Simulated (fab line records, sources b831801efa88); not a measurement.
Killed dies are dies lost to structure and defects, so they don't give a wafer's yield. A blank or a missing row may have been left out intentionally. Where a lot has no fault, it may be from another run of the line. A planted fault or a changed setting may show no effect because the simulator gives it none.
Struck lot and sound lot, side by side :: flow sky130 :: 23 out of 708 route steps
Sound: wafers L559.2, L559.3, L559.4. The struck wafers were L568.1, L568.2, L568.4. At the end, the cause is stated.
At each step with rows: each side's tool, then ch and its chambers, then its first start. Under that, the readings that differ: sound wafers :: struck wafers :: difference of the means :: sigmas: that difference in standard deviations of wafers without a fault.
alike: readings with means less than 2 such deviations apart, plus words and numbers identical on both sides. not compared: withheld readings, readings lacking a value on some wafer, bounds such as >300 that could conceal the same value, and numbers that have no deviation in the record and whose values overlap.
The two part at a step that has a row with sigmas, a row that says differs or no value, or rows on one side only. When numbers do not overlap yet have no deviation, they are printed without sigmas and do not part them. A reading that every wafer of one side lacks parts them only if that side has two wafers or more.

first, 2 steps without rows for these wafers: SKY_LOCAL_INTERCONNECT_CLEAN_17 (cleans in IPA, time 180 s); SKY_LOCAL_INTERCONNECT_CLEAN_18 (cleans in O3/DIW).
SKY_CONTACT_CVD_00: deposits Si3N4, target thk 75 nm.
  sound on pecvd-02 ch 0,1, day 32 05:50; struck on pecvd-04 ch 0,1,2, day 34 19:11
  alike: heater-power-w
SKY_CONTACT_THK_MEAS_01:
  sound: film-metro-01 at day 32 05:53; struck: film-metro-02 at day 34 19:13
  alike: CONTACT_CVD_00_THK
then, 1 step without rows for these wafers: SKY_CONTACT_HDPCVD_02 (deposits SiO2, target thk 565 nm, time 94.2 s).
SKY_CONTACT_THK_MEAS_03:
  sound: film-metro-02 at day 32 06:01; struck: film-metro-01 at day 34 19:21
  alike: CONTACT_HDPCVD_THK
SKY_CONTACT_CMP_04: polishes SiO2.
  sound on cmp-01 ch 0,1,3, day 32 06:04; struck on cmp-02 ch 0,2,3, day 34 19:32
  alike: motor-current-A, time-to-endpoint-s
SKY_CONTACT_BOW_MEAS_05:
  sound: film-metro-01 at day 32 06:23; struck: film-metro-01 at day 34 19:50
  alike: CONTACT_BOW
then, 4 steps without rows for these wafers: SKY_CONTACT_DEHYDRATE_06 (time 60 s); SKY_CONTACT_HMDS_07 (prime time 60 s); SKY_CONTACT_COAT_08 (resist thk 60 nm); SKY_CONTACT_COAT_09 (resist thk 450 nm).
SKY_CONTACT_SOFTBAKE_10: time 90 s.
  sound on litho-track-02 ch 0, day 32 19:00; struck on litho-track-02 ch 0, day 35 09:00
reading: heater-power-total-W (W)
sound: 57.42 57.42 57.28
struck: 64.77 64.76 65.09
difference: +7.50
sigmas: +62

reading: plate-temp-C (C)
sound: 100.23 100.05 100.00
struck: 109.47 109.49 109.34
difference: +9.34
sigmas: +85

reading: model.KrF-thick_of_CONTACT_COAT_09.thk-nm (nm)
sound: 450.1 451 450.3
struck: 443.4 444.1 445.1
difference: -6.3
sigmas: 
  alike: chill-plate-temp-C
then, 3 steps without rows for these wafers: SKY_CONTACT_EXPOSE_11 (exposes mask CTM1, target cd 170 nm); SKY_CONTACT_PEB_12; SKY_CONTACT_DEVELOP_13 (develop time 60 s).
SKY_CONTACT_CD_MEAS_14: the cd target is 170 nm.
  sound: cd-sem-01 at day 33 08:31; struck: cd-sem-02 at day 35 22:00
reading: cd-nm (nm)
sound: 169.9 171.5 170.3
struck: 176.1 177.2 176.4
difference: +6.0
sigmas: +4
  not compared: hold
SKY_CONTACT_OVL_MEAS_15:
  sound: overlay-01 at day 33 08:37; struck: overlay-02 at day 36 04:24
reading: hold
sound: - - -
struck: await-dispo/6.3h/release await-dispo/6.3h/release await-dispo/6.3h/release
difference: no value on the sound wafers
sigmas: 
  alike: CONTACT_OVL
SKY_CONTACT_ETCH_16: etches BARC in N2/H2, stops on SiO2, time 45.9 s, target depth 60 nm.
  sound on rie-diel-04 ch 1,2,3, day 33 08:39; struck on rie-diel-01 ch 1,2,3, day 36 04:26
reading: model.CONTACT.cd-nm (nm)
sound: 170.9 172.1 170.9
struck: 176.2 177.6 176.7
difference: +5.5
sigmas: 
  alike: drypump-motor-current-A, oes-product-au, throttle-valve-pct
  not compared: rf-hours-counter-h
SKY_CONTACT_ETCH_17: etches SiO2 in C4F8/O2/Ar, stops on Si3N4, target depth 340 nm.
  sound on rie-diel-04 ch 1,2,3, day 33 08:41; struck on rie-diel-01 ch 1,2,3, day 36 04:29
  alike: oes-product-au
SKY_CONTACT_ETCH_18: etches Si3N4 in CHF3/O2, stops on TiN, time 39 s, target depth 75 nm.
  sound on rie-diel-04 ch 1,2,3; struck on rie-diel-01 ch 1,2,3
reading: model.CONTACT.cd-nm (nm)
sound: 171.1 172.1 170.8
struck: 176.5 177.8 176.6
difference: +5.6
sigmas: 
  alike: chf3-flow-sccm, drypump-motor-current-A, oes-product-au, throttle-valve-pct
  not compared: rf-hours-counter-h, model.KrF-thick_of_CONTACT_COAT_09.thk-nm
SKY_CONTACT_STRIP_19: strips in O2/N2.
  sound on plasma-asher-01 ch 0,1, day 33 08:53; struck on plasma-asher-02 ch 0,1, day 36 04:34
  alike: drypump-motor-current-A, oes-product-au, strip-time-to-endpoint-s
  not compared: rf-hours-counter-h
-- the record jumps here: 13 days lie between the struck wafers' starts before and after (it left off in module CONTACT and takes up again in module PAD_OPEN, whose first step shown is number 708 of the route) --
SKY_PAD_OPEN_PROBE_99:
  sound: prober-01 at day 47 04:58; struck: prober-02 at day 49 00:01
  alike: killed_at_M0_to_M3, killed_at_M4_up, killed-at-contacts, killed-at-front-end, killed-at-other, killed-dies, killed-open, killed-short
  not compared: model.etest.mcon-chain.rc-ohm

== WHERE THEY PART ==
First at SKY_CONTACT_SOFTBAKE_10; last, within this record, at SKY_CONTACT_OVL_MEAS_15. Later steps at which nothing parts them and some readings are alike: SKY_CONTACT_ETCH_16, SKY_CONTACT_ETCH_17, SKY_CONTACT_ETCH_18, SKY_CONTACT_STRIP_19, SKY_PAD_OPEN_PROBE_99.

WHY: what the simulator had put in
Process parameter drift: litho-track-02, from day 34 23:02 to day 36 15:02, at SKY_CONTACT_SOFTBAKE_10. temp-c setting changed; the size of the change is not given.
